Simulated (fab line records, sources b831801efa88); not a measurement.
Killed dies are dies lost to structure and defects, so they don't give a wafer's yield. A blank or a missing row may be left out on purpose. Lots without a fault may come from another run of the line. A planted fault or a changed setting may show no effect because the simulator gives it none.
Which tool did it? | flow sky130 | 6 lots, 18 wafers sampled, at 3 steps of a route of 708

WHAT THE GAUGES READ, wafer by wafer
SKY_RES_XHIGH_TW_MEAS_09.
lot  | measured     | on            | RES_XHIGH_TW
L173 | day 27 19:29 | film_metro-04 | 1627 1629 1626
L175 | day 28 18:14 | film_metro-04 | 1630 1627 1629
L181 | day 30 15:20 | film_metro-03 | 1641 1639 1639
L187 | day 32 23:34 | film_metro-04 | 1621 1619 1618
L188 | day 33 11:06 | film_metro-03 | 1061 1061 1064
L192 | day 34 01:32 | film_metro-04 | 1633 1627 1630

WHICH TOOL RAN EACH LOT (tool, then ch and the chambers of the sampled wafers, then the start)
lot  | SKY_RES_XHIGH_IMPLANT_07        | SKY_RES_XHIGH_STRIP_08
L173 | implanter-01 ch 0, day 27 19:14 | plasma_asher-04 ch 0,1, day 27 19:23
L175 | implanter-03 ch 0, day 28 17:59 | plasma_asher-03 ch 0,1, day 28 18:07
L181 | implanter-03 ch 0, day 30 15:05 | plasma_asher-04 ch 1, day 30 15:13
L187 | implanter-04 ch 0, day 32 23:19 | plasma_asher-02 ch 0,1, day 32 23:28
L188 | implanter-01 ch 0, day 33 10:53 | plasma_asher-03 ch 0,1, day 33 11:01
L192 | implanter-04 ch 0, day 34 01:17 | plasma_asher-04 ch 0,1, day 34 01:26
- SKY_RES_XHIGH_IMPLANT_07
- SKY_RES_XHIGH_STRIP_08: strips in O2/N2.

THE ANSWER, worked out from the rows above alone
Rule: what is usual is taken from the lots themselves. Put in order of their means at a reading, lots are off if they are a third of the lots or fewer, leave a main group of 4 or more, and stand apart from it by a gap of 3 or more times the standard deviation of the main group's means; of several such gaps the widest counts. A main group whose means are all the same, to the digits that the tables above print for the reading, isn't used. A lot without any number at a reading at which 4 lots or more have one is off too. The other lots that the step has rows for count as sound.
Off: L188, at SKY_RES_XHIGH_TW_MEAS_09 (RES_XHIGH_TW). The main group: mean 1629, standard deviation 6.5.
A tool fits if, at a process step before that reading, it ran every lot that is off, and no sound lot after the first of them. The gauges at SKY_RES_XHIGH_TW_MEAS_09 are tried like those tools. Can't be told from this: 3 tools fit, implanter-01 at SKY_RES_XHIGH_IMPLANT_07, plasma_asher-03 at SKY_RES_XHIGH_STRIP_08, film_metro-03 at SKY_RES_XHIGH_TW_MEAS_09.

WHAT THE SIMULATOR HAD PUT IN
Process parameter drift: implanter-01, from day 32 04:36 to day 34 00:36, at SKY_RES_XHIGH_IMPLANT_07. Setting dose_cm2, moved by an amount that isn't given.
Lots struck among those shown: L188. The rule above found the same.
